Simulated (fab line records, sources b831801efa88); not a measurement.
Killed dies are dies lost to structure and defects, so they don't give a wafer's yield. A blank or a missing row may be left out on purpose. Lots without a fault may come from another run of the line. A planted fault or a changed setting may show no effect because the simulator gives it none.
A struck lot beside a sound one | flow sky130 | 21 steps out of a route of 708
Sound: wafers L545.1, L545.4, L545.5. Struck: wafers L555.1, L555.5, L555.6. The cause comes at the end.
At each step with rows: each side's tool, then ch and its chambers, then its first start. Under that, the readings that differ: sound wafers | struck wafers | difference of the means | sigmas: that difference in standard deviations of wafers without a fault.
alike: readings whose means differ by less than 2 such deviations, and words and numbers that are the same on both sides. not compared: withheld readings, readings that some wafer has no value for, bounds like >300 that may hide the same value, and numbers for which the record gives no deviation and whose values overlap.
The two part at a step that has a row with sigmas, a row that says differs or no value, or rows on one side only. Numbers that don't overlap but have no deviation are shown without sigmas and don't part them. A reading that every wafer of one side lacks parts them only if that side has two wafers or more.

first, 5 steps without rows for these wafers: SKY_VT_ADJUST_HVTP_COAT_02 (resist thk 1140 nm); SKY_VT_ADJUST_HVTP_SOFTBAKE_03 (time 60 s); SKY_VT_ADJUST_HVTP_EXPOSE_04 (exposes mask HVTPM, target cd 380 nm); SKY_VT_ADJUST_HVTP_PEB_05; SKY_VT_ADJUST_HVTP_DEVELOP_06 (develop time 60 s).
SKY_VT_ADJUST_HVTP_CD_MEAS_07: target cd 380 nm.
  sound on cd_sem-02, day 7 12:19; struck on cd_sem-01, day 10 05:31
  alike: cd_nm
SKY_VT_ADJUST_HVTP_OVL_MEAS_08:
  sound on overlay-01, day 7 12:26; struck on overlay-02, day 10 05:38
  alike: VT_ADJUST_HVTP_OVL
then, 1 step without rows for these wafers: SKY_VT_ADJUST_HVTP_IMPLANT_09.
SKY_VT_ADJUST_HVTP_STRIP_10: strips in O2/N2.
  sound on plasma_asher-03 ch 0, day 7 12:37; struck on plasma_asher-03 ch 0,1, day 10 05:49
  alike: drypump_motor_current_A, oes_product_au, strip_time_to_endpoint_s
  not compared: rf_hours_counter_h
SKY_VT_ADJUST_HVTP_TW_MEAS_11:
  sound on film_metro-02, day 7 12:43; struck on film_metro-01, day 10 05:55
  alike: VT_ADJUST_HVTP_TW
then, 2 steps without rows for these wafers: SKY_VT_ADJUST_LVTN_DEHYDRATE_00 (time 60 s); SKY_VT_ADJUST_LVTN_HMDS_01 (prime time 60 s).
SKY_VT_ADJUST_LVTN_COAT_02: resist thk 3000 nm.
  sound on litho_track-03 ch 0, day 7 22:55; struck on litho_track-03 ch 0, day 10 17:34
  reading                                          | sound             | struck            | difference | sigmas
  chill_plate_temp_C (C)                           | 22.95 22.91 22.85 | 23.11 23.16 23.13 | +0.23      | +2
  model.coat_of_VT_ADJUST_LVTN_COAT_02.thk_nm (nm) | 2994 3006 3004    | 2176 2177 2186    | -822       |
then, 3 steps without rows for these wafers: SKY_VT_ADJUST_LVTN_SOFTBAKE_03; SKY_VT_ADJUST_LVTN_EXPOSE_04 (exposes mask NWM COMPLEMENT LESS NATIVE, target cd 840 nm); SKY_VT_ADJUST_LVTN_PEB_05.
SKY_VT_ADJUST_LVTN_DEVELOP_06: develop time 60 s.
  sound on litho_track-02 ch 0; struck on litho_track-03 ch 0
  reading                                          | sound          | struck         | difference | sigmas
  model.coat_of_VT_ADJUST_LVTN_COAT_02.thk_nm (nm) | 2990 3001 3000 | 2172 2173 2181 | -822       |
  alike: chill_plate_temp_C
SKY_VT_ADJUST_LVTN_OVL_MEAS_07:
  sound on overlay-02, day 8 10:05; struck on overlay-02, day 11 05:25
  alike: VT_ADJUST_LVTN_OVL
then, 1 step without rows for these wafers: SKY_VT_ADJUST_LVTN_IMPLANT_08.
SKY_VT_ADJUST_LVTN_STRIP_09: strips in O2/N2.
  sound on plasma_asher-04 ch 0,1, day 8 10:16; struck on plasma_asher-02 ch 0,1, day 11 05:36
  reading                      | sound             | struck            | difference | sigmas
  strip_time_to_endpoint_s (s) | 36.84 36.96 36.97 | 27.40 27.41 27.51 | -9.48      | -79
  alike: drypump_motor_current_A, oes_product_au
  not compared: rf_hours_counter_h
SKY_VT_ADJUST_LVTN_TW_MEAS_10:
  sound on film_metro-03, day 8 10:22; struck on film_metro-04, day 11 05:42
  alike: VT_ADJUST_LVTN_TW

WHERE THEY PART
First at SKY_VT_ADJUST_LVTN_COAT_02; last, within this record, at SKY_VT_ADJUST_LVTN_STRIP_09. Later steps at which nothing parts them and some readings are alike: SKY_VT_ADJUST_LVTN_TW_MEAS_10.

WHY: what the simulator had put in
Process parameter drift: litho_track-03, from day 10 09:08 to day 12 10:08, at SKY_VT_ADJUST_LVTN_COAT_02. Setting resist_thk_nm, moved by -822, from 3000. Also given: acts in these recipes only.
